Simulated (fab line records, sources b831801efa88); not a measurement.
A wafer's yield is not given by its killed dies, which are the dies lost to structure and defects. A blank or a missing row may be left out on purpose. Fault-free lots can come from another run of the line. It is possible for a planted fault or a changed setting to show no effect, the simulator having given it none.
Matching of chambers :: flow sky130 :: SKY_LI_CONTACT_ETCH_15 on rieDiel-01: 4 sister chambers
The step etches PSG in C4F8/O2/Ar, stops on Si, target depth 600 nm. 16 wafers are shown with their chamber, then 8 later ones without.

WAFERS WITH THEIR CHAMBER
wafer: L479.1
chamber: 2
oesProductAu (a.u.): 0.841

wafer: L479.4
chamber: 1
oesProductAu (a.u.): 0.844

wafer: L479.5
chamber: 3
oesProductAu (a.u.): 0.842

wafer: L489.1
chamber: 2
oesProductAu (a.u.): 0.833

wafer: L489.2
chamber: 1
oesProductAu (a.u.): 0.838

wafer: L489.4
chamber: 3
oesProductAu (a.u.): 0.825

wafer: L491.3
chamber: 3
oesProductAu (a.u.): 0.837

wafer: L491.4
chamber: 2
oesProductAu (a.u.): 0.835

wafer: L491.5
chamber: 1
oesProductAu (a.u.): 0.835

wafer: L494.2
chamber: 3
oesProductAu (a.u.): 0.839

wafer: L494.5
chamber: 3
oesProductAu (a.u.): 0.832

wafer: L494.6
chamber: 1
oesProductAu (a.u.): 0.838

wafer: L493.2
chamber: 1
oesProductAu (a.u.): 0.836

wafer: L493.4
chamber: 1
oesProductAu (a.u.): 0.842

wafer: L493.5
chamber: 0
oesProductAu (a.u.): 0.842

wafer: L495.2
chamber: 1
oesProductAu (a.u.): 0.827

SIGNATURES, as means of the wafers listed above
reading: oesProductAu
chamber 0: 0.84200
chamber 1: 0.83714
chamber 2: 0.83633
chamber 3: 0.83500
scatter within a chamber: 0.00573
Rule: distance of a wafer from a chamber = root of the sum over the readings of ((wafer's reading minus chamber's mean) / reading's scatter) squared. If the next closest chamber is less than 2 further off than the closest, the wafer can't be placed; otherwise it belongs to the closest. How the scatter is found: for the shown wafers, subtract from each reading the mean of its chamber, square and add these, divide the total by (wafers less chambers), then take the root.

WAFERS MISSING THEIR CHAMBER
wafer: L495.3
oesProductAu (a.u.): 0.839

wafer: L495.5
oesProductAu (a.u.): 0.831

wafer: L497.1
oesProductAu (a.u.): 0.836

wafer: L497.2
oesProductAu (a.u.): 0.835

wafer: L497.3
oesProductAu (a.u.): 0.833

wafer: L498.1
oesProductAu (a.u.): 0.840

wafer: L498.3
oesProductAu (a.u.): 0.836

wafer: L498.6
oesProductAu (a.u.): 0.838

THE CHAMBER EACH PASSED THROUGH
wafer: L495.3
from the rows above: can't be placed: 1 or 2 or 0 or 3
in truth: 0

wafer: L495.5
from the rows above: can't be placed: 3 or 2 or 1 or 0
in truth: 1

wafer: L497.1
from the rows above: can't be placed: 2 or 3 or 1 or 0
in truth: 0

wafer: L497.2
from the rows above: can't be placed: 3 or 2 or 1 or 0
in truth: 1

wafer: L497.3
from the rows above: can't be placed: 3 or 2 or 1 or 0
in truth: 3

wafer: L498.1
from the rows above: can't be placed: 0 or 1 or 2 or 3
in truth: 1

wafer: L498.3
from the rows above: can't be placed: 2 or 3 or 1 or 0
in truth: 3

wafer: L498.6
from the rows above: can't be placed: 1 or 2 or 3 or 0
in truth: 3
Placed correctly: 0 of 8. Can't be placed from these rows: 8 (the true chamber is among the candidates in 8). 0 placed wrongly.
